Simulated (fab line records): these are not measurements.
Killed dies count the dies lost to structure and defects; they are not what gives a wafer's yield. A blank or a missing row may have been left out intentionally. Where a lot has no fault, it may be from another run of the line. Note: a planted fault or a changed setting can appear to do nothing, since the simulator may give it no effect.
Problem report, 8D (eight disciplines) form, completed by code || flow gf180mcu || the parts of the form that need people (team, actions taken, sign-off) are left out

== 1. THE PROBLEM ==
Mean MVPSD_TW at GF_MVPSD_TW_MEAS_11: 459.2 over 6 wafers in 2 lots; fault-free wafers: 552.2, standard deviation 2.9. That puts it -32 standard deviations away from the usual mean.
First observed at day 7 17:02: wafer L165.2, on film metro-02. At this step, 36 wafers from 12 lots have a number in the record. The rule behind "out" and "out of limits": a value lying over 4 standard deviations away from the usual mean. Any other wafer with a number is counted as sound.

== 2. WHAT IT IS, AND WHAT IT ISN'T ==
{"question": "which readings at this step", "is": "MVPSD_TW", "is not": "-"}
{"question": "which lots", "is": "L165, L167", "is not": "L155, L156, L157, L158, L159, L160, L161, L164, L176, L178"}
{"question": "which wafers of those lots", "is": "all that have a number", "is not": "-"}
{"question": "read on which gauges", "is": "film metro-02, film metro-03", "is not": "film metro-04"}
{"question": "when", "is": "from day 7 17:02", "is not": "up to then (24 sound wafers); but 6 sound wafers of L176, L178 came after"}

== 3. THE SUSPECTS, EACH WITH WHAT RULES IT OUT ==
Counting: a tool at any process step up to the reading remains a suspect when it ran all the lots that are out and ran no sound lot after the first of those.
- the gauge at GF_MVPSD_TW_MEAS_11: ruled out. Those wafers that are out were read across 2 gauges (film metro-02, film metro-03).
- implanter-02 at GF_MVPSD_IMPLANT_08: kept. Every lot that is out went through it, starting with L165 (day 7 16:40), and after that it ran no sound lot; the last sound lot it ran before then is L161 (day 6 11:58). Its own readings are out on those wafers: dose ions cm2, faraday current uA.
Left after counting: implanter-02 at GF_MVPSD_IMPLANT_08.

== 4. THE CAUSE (what the simulator had put in) ==
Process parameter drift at GF_MVPSD_IMPLANT_08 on implanter-02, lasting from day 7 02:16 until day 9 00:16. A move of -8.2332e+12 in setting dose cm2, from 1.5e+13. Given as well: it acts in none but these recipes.
Only this tool survived the counting.

== 5. THE EFFECT CHAIN, in route order ==
One row per reading whose mean, taken over the struck wafers that have a number, lies over 3 standard deviations from the usual. Readings are gone through only where the record gives a usual standard deviation; hours: the median, over the lots, of the time from a lot's start at the first step in this table giving one to that lot's start at this step; sigmas: the change measured in usual standard deviations.
{"hours": 0, "step": "GF_MVPSD_IMPLANT_08", "reading": "dose ions cm2", "usual": 1.5e+13, "on struck wafers": 6.8e+12, "change": -8.2e+12, "sigmas": "-99 or more"}
{"hours": 0, "step": "GF_MVPSD_IMPLANT_08", "reading": "faraday current uA", "usual": 84.5, "on struck wafers": 38.0, "change": -46.5, "sigmas": -27}
{"hours": 0, "step": "GF_MVPSD_TW_MEAS_11", "reading": "MVPSD_TW", "usual": 552.2, "on struck wafers": 459.2, "change": -93.0, "sigmas": -32}
{"hours": 69, "step": "GF_VT_IMPLANT_RS_MEAS_49", "reading": "MVPSD_RS", "usual": "1168.7 ohm/sq", "on struck wafers": 1716.8, "change": "+548.1", "sigmas": "+99 or more"}
Here are the process steps it includes:
- GF_MVPSD_IMPLANT_08
Later steps that measure or inspect, where all struck wafers having a row at the step show a number for every such reading and not one has moved that far: GF_VT_IMPLANT_OVL_MEAS_29.

== 6. HOW IT WOULD HAVE BEEN CAUGHT EARLIER ==
The first out-of-limits reading at a measuring or inspecting step in this record came at day 7 17:02, 15 hours after the fault's start at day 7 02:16.
At GF_MVPSD_IMPLANT_08, the tool's own readings (dose ions cm2, faraday current uA) were out on each struck wafer the step has a row for, so an alarm limit on them would have fired on the first such wafer.
L167, from the lots that are out (2), started GF_MVPSD_IMPLANT_08 on implanter-02 later than day 7 17:02. It would have been spared by a hold on the tool at that moment.
